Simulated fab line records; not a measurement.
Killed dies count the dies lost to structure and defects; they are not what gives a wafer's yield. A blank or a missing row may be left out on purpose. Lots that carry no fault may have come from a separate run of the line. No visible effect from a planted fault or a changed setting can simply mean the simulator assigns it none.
One fault through the eyes of 2 desks :: flow sky130 :: what lay behind the numbers comes last; until then each desk has only its own

== THE TOOL OWNER'S DESK: implanter-01 ==
The tool's own readings at SKY_LDD_LDN_IMPLANT_08: means of the sampled wafers that have a number, for each lot that ran on this tool. Marked OUT: a lot whose mean sits more than 4 standard deviations from the usual mean, which makes it out of limits; the brackets give that distance.
Columns: A = beam energy keV at SKY_LDD_LDN_IMPLANT_08, usual 15.001; B = beam on s at SKY_LDD_LDN_IMPLANT_08, usual 10.02 s; C = dose ions cm2 at SKY_LDD_LDN_IMPLANT_08, usual 1.2501e+13; D = end station pressure torr at SKY_LDD_LDN_IMPLANT_08, usual 5.09e-06 Torr; E = faraday current uA at SKY_LDD_LDN_IMPLANT_08, usual 70.3; F = rotation deg at SKY_LDD_LDN_IMPLANT_08, usual 23.003 degrees
lot: L698
first seen here: day 23 00:43
A: 14.999
B: 10.09
C: 1.2493e+13
D: 5.21e-06
E: 69.5
F: 22.988

lot: L700
first seen here: day 23 15:39
A: 14.997
B: 9.86
C: 1.2489e+13
D: 5.01e-06
E: 71.4
F: 22.985

lot: L706
first seen here: day 26 00:33
A: 14.117 (-99 or more) OUT
B: 10.05
C: 1.2510e+13
D: 4.99e-06
E: 70.2
F: 22.984

lot: L707
first seen here: day 26 12:32
A: 14.110 (-99 or more) OUT
B: 10.00
C: 1.2493e+13
D: 5.02e-06
E: 70.5
F: 23.014

lot: L718
first seen here: day 29 22:07
A: 14.999
B: 10.11
C: 1.2507e+13
D: 5.20e-06
E: 69.5
F: 23.006
Finding of this desk: L706, L707 out of limits; the first was L706 at day 26 00:33, on beam energy keV at SKY_LDD_LDN_IMPLANT_08. L698, L700, L718 stayed within limits.

== FROM THE METROLOGY DESK ==
Means of the sampled wafers that have a number, per lot and without regard to the tool the lot ran on: this is what the gauges read. Marked OUT: a lot whose mean sits more than 4 standard deviations from the usual mean, which makes it out of limits; the brackets give that distance.
Columns: A = LDD_HVP_OVL at SKY_LDD_HVP_OVL_MEAS_07, usual -0.5 nm; B = LDD_HVP_TW at SKY_LDD_HVP_TW_MEAS_10, usual 460; C = LDD_LDN_OVL at SKY_LDD_LDN_OVL_MEAS_07, usual -0.6 nm
lot: L698
first seen here: day 21 18:16
A: 1.3
B: 454
C: -0.1

lot: L700
first seen here: day 22 09:16
A: -0.7
B: 452
C: 0.8

lot: L706
first seen here: day 24 18:22
A: -0.7
B: 465
C: 0.2

lot: L707
first seen here: day 25 07:09
A: 0.5
B: 466
C: -0.8

lot: L711
first seen here: day 26 04:39
A: -0.9
B: 455
C: -0.6

lot: L718
first seen here: day 28 18:07
A: -1.7
B: 465
C: 2.0
This desk's finding: nothing out of limits on any of the 6 lots.

== ALL TOGETHER ==
The tool owner's desk could have raised an alarm at day 26 00:33, on L706, L707.
The metrology desk saw nothing out of limits.
The metrology desk holds a record of L706, L707, inside its limits.
The lots listed all ran SKY_LDD_LDN_IMPLANT_08 on implanter-01.

== WHAT WAS PUT IN BY THE SIMULATOR ==
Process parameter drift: implanter-01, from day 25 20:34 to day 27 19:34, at SKY_LDD_LDN_IMPLANT_08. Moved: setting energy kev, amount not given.
Struck lots among those shown: L706, L707.
How many hours passed from the start of the fault until each desk's first out-of-limits reading: the tool owner's desk, 4.
